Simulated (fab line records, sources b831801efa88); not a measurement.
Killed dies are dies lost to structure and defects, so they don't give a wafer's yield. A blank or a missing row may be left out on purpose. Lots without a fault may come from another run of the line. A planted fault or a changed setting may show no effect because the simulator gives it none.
Which tool did it? | flow sky130 | 13 lots, 39 wafers sampled, at 3 steps of a route of 708

WHAT THE GAUGES READ, wafer by wafer
SKY_VIA3_OVL_MEAS_13.
lot  | measured     | on         | VIA3_OVL (nm)
L537 | day 39 19:49 | overlay-01 | -1 1 2
L539 | day 40 19:02 | overlay-02 | 2 6 5
L538 | day 40 22:22 | overlay-01 | 1 -13 -2
L541 | day 41 02:29 | overlay-01 | -1 5 -1
L542 | day 41 08:53 | overlay-02 | 9 -2 2
L543 | day 41 10:40 | overlay-01 | 5 6 7
L544 | day 41 23:13 | overlay-01 | 1 3 5
L546 | day 42 12:10 | overlay-02 | -7 -11 -4
L548 | day 43 09:31 | overlay-01 | 4 7 10
L550 | day 43 13:58 | overlay-01 | 3 3 4
L555 | day 45 00:49 | overlay-01 | -3 -5 3
L557 | day 45 09:19 | overlay-02 | 1 -5 -2
L556 | day 45 09:48 | overlay-02 | 11 9 15

WHICH TOOL RAN EACH LOT (tool, then ch and the chambers of the sampled wafers, then the start)
lot  | SKY_SD_P_STRIP_10                    | SKY_VIA3_SOFTBAKE_08
L537 | plasma_asher-02 ch 0,1, day 25 16:04 | litho_track-03 ch 0, day 39 19:49 or earlier
L539 | plasma_asher-03 ch 0, day 26 19:38   | litho_track-04 ch 0, day 40 19:02 or earlier
L538 | plasma_asher-03 ch 0,1, day 26 21:29 | litho_track-04 ch 0, day 40 22:22 or earlier
L541 | plasma_asher-02 ch 0,1, day 27 02:58 | litho_track-02 ch 0, day 41 02:29 or earlier
L542 | plasma_asher-03 ch 0,1, day 27 12:14 | litho_track-02 ch 0, day 41 08:53 or earlier
L543 | plasma_asher-03 ch 0,1, day 27 12:32 | litho_track-02 ch 0, day 41 10:40 or earlier
L544 | plasma_asher-04 ch 0,1, day 28 06:40 | litho_track-04 ch 0, day 41 23:13 or earlier
L546 | plasma_asher-02 ch 0,1, day 28 19:49 | litho_track-03 ch 0, day 42 12:10 or earlier
L548 | plasma_asher-04 ch 0,1, day 29 23:08 | litho_track-02 ch 0, day 43 09:31 or earlier
L550 | plasma_asher-02 ch 0,1, day 30 04:40 | litho_track-04 ch 0, day 43 13:58 or earlier
L555 | plasma_asher-03 ch 0,1, day 31 22:50 | litho_track-04 ch 0, day 45 00:49 or earlier
L557 | plasma_asher-03 ch 0,1, day 32 08:33 | litho_track-03 ch 0, day 45 09:19 or earlier
L556 | plasma_asher-03 ch 0,1, day 32 09:46 | litho_track-04 ch 0, day 45 09:48 or earlier
- SKY_SD_P_STRIP_10: strips in O2/N2.
- SKY_VIA3_SOFTBAKE_08: time 92.91 s.

WHAT THE TOOLS THEMSELVES READ (means of the sampled wafers that have a number; where no wafer has one, the mark that the record gives instead)
SKY_SD_P_STRIP_10.
lot  | tool            | drypump_motor_current_A (A) | oes_product_au (a.u.) | strip_time_to_endpoint_s (s)
L537 | plasma_asher-02 | 6.1                         | 0.618                 | 17.57
L539 | plasma_asher-03 | 6.6                         | 0.619                 | 17.47
L538 | plasma_asher-03 | 5.8                         | 0.619                 | 17.51
L541 | plasma_asher-02 | 6.2                         | 0.617                 | 17.47
L542 | plasma_asher-03 | 5.8                         | 0.621                 | 17.48
L543 | plasma_asher-03 | 5.8                         | 0.623                 | 17.50
L544 | plasma_asher-04 | 6.0                         | 0.618                 | 17.46
L546 | plasma_asher-02 | 6.2                         | 0.618                 | 17.49
L548 | plasma_asher-04 | 6.2                         | 0.616                 | 17.53
L550 | plasma_asher-02 | 6.1                         | 0.616                 | 17.45
L555 | plasma_asher-03 | 6.2                         | 0.621                 | 17.46
L557 | plasma_asher-03 | 6.2                         | 0.620                 | 17.48
L556 | plasma_asher-03 | 5.8                         | 0.612                 | 17.50

SKY_VIA3_SOFTBAKE_08.
lot  | tool           | plate_sensor_t_centre_C (C) | plate_sensor_t_edge_C (C)
L537 | litho_track-03 | 100.88                      | 100.96
L539 | litho_track-04 | 100.88                      | 100.96
L538 | litho_track-04 | 100.88                      | 100.95
L541 | litho_track-02 | 100.89                      | 100.95
L542 | litho_track-02 | 100.88                      | 100.95
L543 | litho_track-02 | 100.89                      | 100.95
L544 | litho_track-04 | 100.88                      | 100.95
L546 | litho_track-03 | 100.88                      | 100.95
L548 | litho_track-02 | 100.87                      | 100.95
L550 | litho_track-04 | 100.88                      | 100.95
L555 | litho_track-04 | 100.87                      | 100.96
L557 | litho_track-03 | 100.89                      | 100.97
L556 | litho_track-04 | 100.89                      | 100.95

THE ANSWER, worked out from the rows above alone
Rule: what is usual is taken from the lots themselves. Put in order of their means at a reading, lots are off if they are a third of the lots or fewer, leave a main group of 4 or more, and stand apart from it by a gap of 3 or more times the standard deviation of the main group's means; of several such gaps the widest counts. A main group whose means are all the same, to the digits that the tables above print for the reading, isn't used. A lot without any number at a reading at which 4 lots or more have one is off too. The other lots that the step has rows for count as sound. The gauges are gone through in route order, then the tools' own readings, and for those a lot's mean is taken as printed above. The first step at which some lot is off is used, and at that step the reading that is off furthest; a lot without a number counts as furthest.
No lot is off at any reading shown: from this, nothing can be told.

WHAT THE SIMULATOR HAD PUT IN
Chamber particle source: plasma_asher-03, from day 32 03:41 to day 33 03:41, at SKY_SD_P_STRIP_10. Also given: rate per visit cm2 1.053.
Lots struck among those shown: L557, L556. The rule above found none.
